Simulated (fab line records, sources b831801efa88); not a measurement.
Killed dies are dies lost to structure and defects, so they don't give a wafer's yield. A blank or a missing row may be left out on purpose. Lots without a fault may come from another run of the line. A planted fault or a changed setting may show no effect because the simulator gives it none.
Chamber matching | flow sky130 | SKY_FIELD_ISO_ETCH_17 on rie_si-01: 4 sister chambers
The step etches Si in HBr/Cl2/O2, target depth 342 nm, time 97.7 s. 4 wafers are shown with their chamber, then 6 later ones without.

WAFERS WITH THEIR CHAMBER
wafer  | chamber | drypump_motor_current_A (A)
L942.4 | 1       | 5.7
L950.2 | 2       | 6.0
L950.3 | 3       | 5.6
L950.4 | 0       | 4.7

WAFERS WITHOUT THEIR CHAMBER
wafer  | drypump_motor_current_A (A)
L952.2 | 4.7
L952.3 | 5.6
L952.6 | 5.6
L958.2 | 5.8
L958.4 | 4.7
L958.6 | 6.1

WHICH CHAMBER EACH WENT THROUGH
wafer  | from the rows above          | in truth
L952.2 | 0                            | 0
L952.3 | can't be placed: 3 or 1      | 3
L952.6 | can't be placed: 3 or 1      | 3
L958.2 | can't be placed: 1 or 2 or 3 | 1
L958.4 | 0                            | 0
L958.6 | 2                            | 2
Placed correctly: 3 of 6. Can't be placed from these rows: 3 (the true chamber is among the candidates in 3). Placed wrongly: 0.
How it was worked out, from the rows above alone: a wafer's distance from a chamber is the root of the sum, over the readings, of the square of ((its reading less the chamber's mean) divided by the reading's scatter). The wafer belongs to the nearest chamber; if the next one is less than 2 further off, it can't be placed. A chamber's mean is the mean of its shown wafers. The scatter: with one shown wafer a chamber, the root of the mean of the squares of how far each hidden wafer lies from its nearest shown one.
